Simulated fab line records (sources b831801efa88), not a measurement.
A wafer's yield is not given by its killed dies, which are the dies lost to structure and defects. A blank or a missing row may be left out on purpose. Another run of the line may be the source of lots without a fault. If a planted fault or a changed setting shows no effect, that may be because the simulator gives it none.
Code-filled problem report in 8D (eight disciplines) form / flow sfq-line / the parts of the form that need people (team, actions taken, sign-off) are left out

## 1. WHAT WENT WRONG
L0_MONX_KI_RS at SFQ_L0_RS_MEAS_901 reads a mean of 98.8 ohm/sq on 2 wafers of 2 lots; wafers without a fault read 43.5 ohm/sq with a standard deviation of 0.37. That is +99 or more standard deviations from the usual mean.
The step: measures by four-point-probe.
Earliest sighting: wafer L932.1 on film-metro-04 at day 6 02:34. At this step, 41 wafers from 14 lots have a number in the record. By rule, "out" or "out of limits" means more than 4 standard deviations away from the usual mean. All remaining wafers that have a number are taken as sound.

## 2. WHAT IT IS, WHAT IT ISN'T
question=which readings at this step | is=L0_MONX_KI_RS | is not=-
question=which lots | is=L932, L933 | is not=L910, L911, L912, L913, L914, L915, L919, L921, L922, L924, L928, L930
question=which wafers of those lots | is=L932.1, L933.1 | is not=L932.2, L932.6, L933.5
question=read on which gauges | is=film-metro-04 | is not=film-metro-02
question=when | is=from day 6 02:34 | is not=up to then (38 sound wafers); but 1 sound wafer of L933 came after

## 3. SUSPECTS, AND WHAT RULES EACH OUT
Counting: any tool at a process step up to the reading remains a suspect provided it ran every lot that is out. Sound lots after the first of them don't rule it out here, since some wafers of a struck lot are sound.
- the gauge at SFQ_L0_RS_MEAS_901 has been ruled out. All the wafers that are out were read on film-metro-04, but those of them that SFQ_TRILAYER_L0_ETCH_METAL_ETCH_008 has rows for are out there too, on other tools.
- pvd-sputter-05 at SFQ_TRILAYER_L0_DEP_SPUTTER_003 (material MoNx KI, target thk 40 nm, time 100 s): kept. Every lot that is out went through it, the first being L932 (day 6 02:29); the last sound lot it ran before that was L922 (day 4 00:29).
Left after counting: pvd-sputter-05 at SFQ_TRILAYER_L0_DEP_SPUTTER_003.

## 4. THE CAUSE (what the simulator had put in)
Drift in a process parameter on pvd-sputter-05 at SFQ_TRILAYER_L0_DEP_SPUTTER_003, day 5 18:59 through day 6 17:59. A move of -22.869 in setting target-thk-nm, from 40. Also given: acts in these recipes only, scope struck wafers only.
After counting, this tool was the only one left.

## 5. SEQUENCE OF EFFECTS, ordered by route
Each row: a reading whose mean over the struck wafers that have a number lies more than 3 standard deviations from the usual. Only readings whose record carries a usual standard deviation are examined. hours: median over the lots of the time between each lot's start at the first step of this table that gives one and its start at this step. sigmas: the change, counted in usual standard deviations.
hours=0; step=SFQ_L0_RS_MEAS_901; reading=L0_MONX_KI_RS; usual=43.5 ohm/sq; on struck wafers=98.8; change=+55.3; sigmas=+99 or more
hours=4; step=SFQ_L0_THK_MEAS_902; reading=L0_MONX_KI_THK; usual=39.6 nm; on struck wafers=17.4; change=-22.2; sigmas=-59
hours=91; step=SFQ_TRILAYER_L0_ETCH_METAL_ETCH_008; reading=oes-product-au; usual=0.874 a.u.; on struck wafers=0.597; change=-0.277; sigmas=-41
It contains these process steps:
- SFQ_TRILAYER_L0_ETCH_METAL_ETCH_008: etches MoNx KI in SF6/O2, stops on SiO2, target depth 50 nm, time 25 s.

## 6. HOW IT WOULD HAVE BEEN CAUGHT EARLIER
8 hours passed between the start of the fault at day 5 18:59 and the first reading out of limits at a measuring or inspecting step in this record, taken at day 6 02:34.
An alarm limit of 4 standard deviations would not have fired on the tool readings at SFQ_TRILAYER_L0_DEP_SPUTTER_003 for which the record gives a usual standard deviation, since none of them was out on any struck wafer.
Of the lots that are out (2), L933 began SFQ_TRILAYER_L0_DEP_SPUTTER_003 on pvd-sputter-05 after day 6 02:34. A tool hold placed at that time would have kept it from harm.
